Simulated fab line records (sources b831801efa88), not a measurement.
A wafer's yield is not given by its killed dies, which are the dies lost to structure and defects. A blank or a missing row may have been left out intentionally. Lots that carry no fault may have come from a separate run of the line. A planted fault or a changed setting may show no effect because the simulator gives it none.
A struck lot beside a sound one	flow gf180mcu	30 out of 602 route steps
Sound: wafers L656.2, L656.4, L656.5. Wafers L661.2, L661.4, L661.6 were the ones struck. The cause comes at the end.
For every step that has rows: the tool of each side, followed by ch and its chambers, followed by its first start. Under that, the readings that differ: sound wafers	struck wafers	difference of the means	sigmas: that difference in standard deviations of wafers without a fault.
alike: readings with means less than 2 such deviations apart, plus words and numbers identical on both sides. not compared: withheld readings, readings lacking a value on some wafer, bounds such as >300 that could conceal the same value, and numbers that have no deviation in the record and whose values overlap.
A row with sigmas, a row that says differs or no value, or rows on one side alone: a step with any of these is where the two part. Numbers that have no deviation but don't overlap get no sigmas and don't part them. A reading that every wafer of one side lacks parts them only if that side has two wafers or more.

GF_HV_LDD_TW_MEAS_23:
  struck on film-metro-01, day 16 01:30; sound on film-metro-01, day 14 14:14
  alike: HV_LDD_2_TW
then, 7 steps without rows for these wafers: GF_HV_LDD_DEHYDRATE_24 (time 60 s); GF_HV_LDD_HMDS_25 (prime time 60 s); GF_HV_LDD_COAT_26 (resist thk 1000 nm); GF_HV_LDD_SOFTBAKE_27 (time 60 s); GF_HV_LDD_EXPOSE_28 (exposes mask Nplus HV AREA, target cd 400 nm); GF_HV_LDD_PEB_29; GF_HV_LDD_DEVELOP_30 (develop time 60 s).
GF_HV_LDD_CD_MEAS_31 targets a cd of 400 nm.
  struck on cd-sem-01, day 16 23:41; sound on cd-sem-01, day 15 11:38
  alike: cd-nm
GF_HV_LDD_OVL_MEAS_32:
  struck on overlay-02, day 16 23:47; sound on overlay-01, day 15 11:44
  alike: HV_LDD_02_OVL
then, 2 steps without rows for these wafers: GF_HV_LDD_IMPLANT_33; GF_HV_LDD_IMPLANT_34.
GF_HV_LDD_IMPLANT_35:
  sound on implanter-01 ch 0, day 15 12:05; struck on implanter-03, day 17 00:08
  no value came back on the struck wafers for beam-energy-keV, beam-on-s (s), implant-ion-amu; on the sound wafers beam-energy-keV reads 60.012 60.027 59.971
next, for these wafers, 1 step has no rows: GF_HV_LDD_IMPLANT_36.
GF_HV_LDD_STRIP_37: strips in O2/N2.
  sound on plasma-asher-03 ch 0,1, day 15 12:22; struck on plasma-asher-02 ch 0,1, day 17 00:25
reading	sound	struck	difference	sigmas
strip-time-to-endpoint-s (s)	12.71 12.66 12.69	12.58 12.56 12.55	-0.12	-4
  alike: drypump-motor-current-A, heater-power-w, oes-product-au
  not compared: rf-hours-counter-h
GF_HV_LDD_TW_MEAS_38:
  struck on film-metro-04, day 17 00:45; sound on film-metro-02, day 15 12:28
reading	sound	struck	difference	sigmas
HV_LDD_3_TW	1450 1446 1453	1306 1309 1304	-143	-18
  not compared: hold
then, 6 steps without rows for these wafers: GF_HV_LDD_HMDS_40 (prime time 60 s); GF_HV_LDD_COAT_41 (resist thk 1000 nm); GF_HV_LDD_SOFTBAKE_42 (time 60 s); GF_HV_LDD_EXPOSE_43 (exposes mask Pplus HV AREA, target cd 400 nm); GF_HV_LDD_PEB_44; GF_HV_LDD_DEVELOP_45 (develop time 60 s).
GF_HV_LDD_CD_MEAS_46 targets a cd of 400 nm.
  struck on cd-sem-01, day 18 00:08; sound on cd-sem-02, day 16 10:13
  alike: cd-nm
GF_HV_LDD_OVL_MEAS_47:
  struck on overlay-02, day 18 00:14; sound on overlay-01, day 16 10:19
  alike: HV_LDD_03_OVL
next, for these wafers, 1 step has no rows: GF_HV_LDD_IMPLANT_48.
GF_HV_LDD_STRIP_49: strips in O2/N2.
  sound on plasma-asher-02 ch 0,1, day 16 10:29; struck on plasma-asher-03 ch 0,1, day 18 00:25
  alike: drypump-motor-current-A, heater-power-w, oes-product-au, strip-time-to-endpoint-s
  not compared: rf-hours-counter-h
GF_HV_LDD_TW_MEAS_50:
  struck on film-metro-02, day 18 00:31; sound on film-metro-04, day 16 10:36
reading	sound	struck	difference	sigmas
HV_LDD_4_TW	563 564 562	575 575 572	+11	+4
then, 1 step without rows for these wafers: GF_HV_LDD_CLEAN_51 (cleans in SC1/SC2, time 150 s).
GF_HV_LDD_RTA_52: time 10 s.
  sound on rtp-anneal-01 ch 0, day 16 10:43; struck on rtp-anneal-02 ch 0, day 18 00:38
  alike: lamp-power-pct, wafer_temp_C_max
GF_HV_LDD_RS_MEAS_53: uses a four-point probe to measure.
  struck on film-metro-04, day 18 01:10; sound on film-metro-02, day 16 10:47
reading	sound	struck	difference	sigmas
HV_LDD_RS (ohm/sq)	418.5 419.2 417.4	441.1 439.5 440.7	+22.1	+27
  not compared: hold

## WHERE THEY PART
Last at GF_HV_LDD_RS_MEAS_53 as far as this record goes, first at GF_HV_LDD_IMPLANT_35.

WHY: the cause the simulator had injected
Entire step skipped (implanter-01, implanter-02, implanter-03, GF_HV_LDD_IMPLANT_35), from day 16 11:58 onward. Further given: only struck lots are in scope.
